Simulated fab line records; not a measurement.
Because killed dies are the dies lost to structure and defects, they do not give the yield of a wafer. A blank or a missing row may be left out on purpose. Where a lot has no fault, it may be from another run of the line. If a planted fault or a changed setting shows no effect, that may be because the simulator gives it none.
Which tool is to blame? ; flow gf180mcu ; Sampling: 13 lots, 39 wafers, 5 of 602 route steps

## WHAT THE GAUGES SHOWED, per wafer
GF_HV_LDD_CD_MEAS_31: the cd target is 400 nm. Usual: cd nm reads 400.0 nm (standard deviation 2.2).
lot;measured;on;cd nm (nm);flag
L117;day 11 19:01;cd sem-02;396.4 396.3 396.1;
L120;day 12 22:09;cd sem-01;396.8 397.3 397.7;
L123;day 13 18:00;cd sem-02;396.4 397.4 397.3;
L128;day 15 12:06;cd sem-01;401.0 399.8 397.9;
L129;day 16 01:52;cd sem-02;402.1 400.9 398.7;
L131;day 16 15:23;cd sem-02;401.3 406.0 403.8;
L132;day 16 22:36;cd sem-02;400.8 400.3 398.5;
L133;day 17 01:34;cd sem-01;400.9 399.8 401.7;
L134;day 17 07:59;cd sem-01;401.1 400.8 399.3;
L135;day 17 17:34;cd sem-01;399.1 399.9 398.6;
L136;day 18 00:46;cd sem-02;398.0 399.1 401.7;
L137;day 18 04:46;cd sem-02;397.7 398.4 399.5;
L138;day 18 16:10;cd sem-02;401.2 400.5 397.0;

GF_HV_LDD_THK_MEAS_55. Usual: HV_LDD_CVD_54_THK gives 9.98 nm (standard deviation 0.14).
lot;measured;on;HV_LDD_CVD_54_THK (nm);flag
L117;day 12 16:47;film metro-01;9.96 10.18 10.13;
L120;day 13 21:35;film metro-04;13.76 13.75 13.57 13.84 13.70 13.67;OFF
L123;day 14 16:23;film metro-04;13.57 13.63 13.55 13.60 13.64 13.43;OFF
L128;day 16 12:49;film metro-03;9.94 9.88 9.86;
L129;day 17 03:02;film metro-04;9.93 10.04 10.02;
L131;day 17 16:29;film metro-04;10.00 9.93 9.97;
L132;day 18 00:39;film metro-01;9.98 10.13 10.10;
L133;day 18 03:10;film metro-03;9.86 9.90 9.82;
L134;day 18 08:41;film metro-03;10.03 9.96 10.18;
L135;day 18 18:25;film metro-01;9.99 10.23 9.92;
L136;day 19 02:35;film metro-04;10.05 10.17 9.98;
L137;day 19 06:22;film metro-01;9.66 9.85 9.88;
L138;day 19 18:52;film metro-04;10.03 9.94 9.95;

GF_NSD_CD_MEAS_07: the cd target is 400 nm. Usual: cd nm reads 400.1 nm (standard deviation 2.5).
lot;measured;on;cd nm (nm);flag
L117;day 13 14:00;cd sem-01;395.6 397.7 397.9;
L120;day 14 20:22;cd sem-02;398.4 398.1 398.7;
L123;day 15 15:52;cd sem-02;400.7 400.4 400.8;
L128;day 17 13:25;cd sem-02;401.2 402.8 403.5;
L129;day 18 03:05;cd sem-02;397.5 396.3 396.2;
L131;day 18 16:53;cd sem-01;403.0 403.5 403.5;
L132;day 19 00:46;cd sem-01;399.0 402.1 400.6;
L133;day 19 03:53;cd sem-02;398.8 402.3 398.8;
L134;day 19 08:59;cd sem-02;400.3 398.2 400.5;
L135;day 19 20:02;cd sem-01;402.3 400.9 400.4;
L136;day 20 05:44;cd sem-02;398.6 398.2 399.6;
L137;day 20 07:46;cd sem-02;400.1 401.5 399.6;
L138;day 20 20:17;cd sem-02;398.7 398.2 399.7;

GF_PSD_CD_MEAS_07: the cd target is 400 nm. Usual: cd nm reads 400.1 nm (standard deviation 2).
lot;measured;on;cd nm (nm);flag
L117;day 14 11:08;cd sem-02;399.9 400.9 401.2;
L120;day 15 18:25;cd sem-02;399.2 397.7 399.9;
L123;day 16 14:08;cd sem-02;401.7 401.9 400.9;
L128;day 18 12:17;cd sem-02;401.5 402.5 401.3;
L129;day 19 02:21;cd sem-02;401.6 399.7 399.7;
L131;day 19 17:19;cd sem-01;400.2 397.6 397.8;
L132;day 20 00:57;cd sem-02;401.5 402.6 400.1;
L133;day 20 05:10;cd sem-02;399.1 399.4 397.2;
L134;day 20 09:02;cd sem-02;402.2 400.5 402.9;
L135;day 20 20:38;cd sem-01;400.6 401.0 400.5;
L136;day 21 05:49;cd sem-01;399.4 398.9 400.2;
L137;day 21 08:34;cd sem-01;395.1 394.1 395.4;
L138;day 21 20:18;cd sem-01;398.4 400.4 400.5;

## TOOL THAT RAN EACH LOT (tool first, then ch and the chambers of the sampled wafers, then the start)
lot;GF_HV_LDD_CVD_54
L117;lpcvd-02 ch 0, day 12 15:46
L120;lpcvd-02 ch 0, day 13 20:34
L123;lpcvd-02 ch 0, day 14 15:22
L128;lpcvd-01 ch 1, day 16 11:48
L129;lpcvd-01 ch 1, day 17 02:01
L131;lpcvd-02 ch 0, day 17 15:27
L132;lpcvd-02 ch 1, day 17 23:38
L133;lpcvd-01 ch 1, day 18 02:08
L134;lpcvd-01 ch 1, day 18 07:39
L135;lpcvd-02 ch 0, day 18 17:24
L136;lpcvd-02 ch 0, day 19 01:34
L137;lpcvd-02 ch 1, day 19 05:20
L138;lpcvd-01 ch 0, day 19 17:49
- GF_HV_LDD_CVD_54: deposits SiO2 from TEOS, target thk 10 nm, time 75 s.

## AS READ BY THE TOOLS THEMSELVES (means over the sampled wafers that have a number; for cases with no such wafer, the mark the record gives instead)
GF_HV_LDD_CVD_54. Usual: spike tc bottom C 699.0 C, standard deviation 2.3; spike tc centre C 680.7 C, standard deviation 1.1; spike tc lower C 680.3 C, standard deviation 1.3; spike tc top C 697 C, standard deviation 3.4; spike tc upper C 679.9 C, standard deviation 1.2.
lot;tool;spike tc bottom C (C);spike tc centre C (C);spike tc lower C (C);spike tc top C (C);spike tc upper C (C);flag
L117;lpcvd-02;700.2;679.9;679.8;701;679.9;
L120;lpcvd-02;712.6;693.5;693.2;713;693.6;OFF
L123;lpcvd-02;712.4;693.7;694.7;714;692.8;OFF
L128;lpcvd-01;696.4;680.3;680.3;693;680.8;
L129;lpcvd-01;697.1;680.2;679.9;693;680.8;
L131;lpcvd-02;700.8;681.3;680.6;701;681.0;
L132;lpcvd-02;696.3;679.1;683.0;698;680.9;
L133;lpcvd-01;696.7;681.0;679.4;693;681.2;
L134;lpcvd-01;696.2;679.7;680.6;693;681.0;
L135;lpcvd-02;701.4;680.1;680.7;700;679.3;
L136;lpcvd-02;699.7;680.0;680.6;701;679.9;
L137;lpcvd-02;696.9;681.0;680.9;699;681.2;
L138;lpcvd-01;702.9;680.7;679.4;696;678.3;

## THE ANSWER, worked out from the rows above alone
Rule: lot off if the mean of its wafers having a number is beyond 3 standard deviations from the usual mean. A lot without any number at a reading at which 4 lots or more have one is off too. Where the step has rows for the other lots, those lots are counted as sound. First the gauges in route order, then the tools' own readings, where a lot's mean is used as printed above. At the first step where some lot is off, the reading lying furthest off is the one used; lots without a number count as furthest.
Off: L120, L123, at GF_HV_LDD_THK_MEAS_55 (HV_LDD_CVD_54_THK).
If a tool, at a process step before that reading, ran all the lots that are off and no sound lot after the first of them, it fits. Not tried: the gauges at GF_HV_LDD_THK_MEAS_55; whatever is off there is also off at GF_HV_LDD_CVD_54, on other tools, and gauge error can't account for it. Not one of the candidates tried fits.

## WHAT THE SIMULATOR HAD INSERTED
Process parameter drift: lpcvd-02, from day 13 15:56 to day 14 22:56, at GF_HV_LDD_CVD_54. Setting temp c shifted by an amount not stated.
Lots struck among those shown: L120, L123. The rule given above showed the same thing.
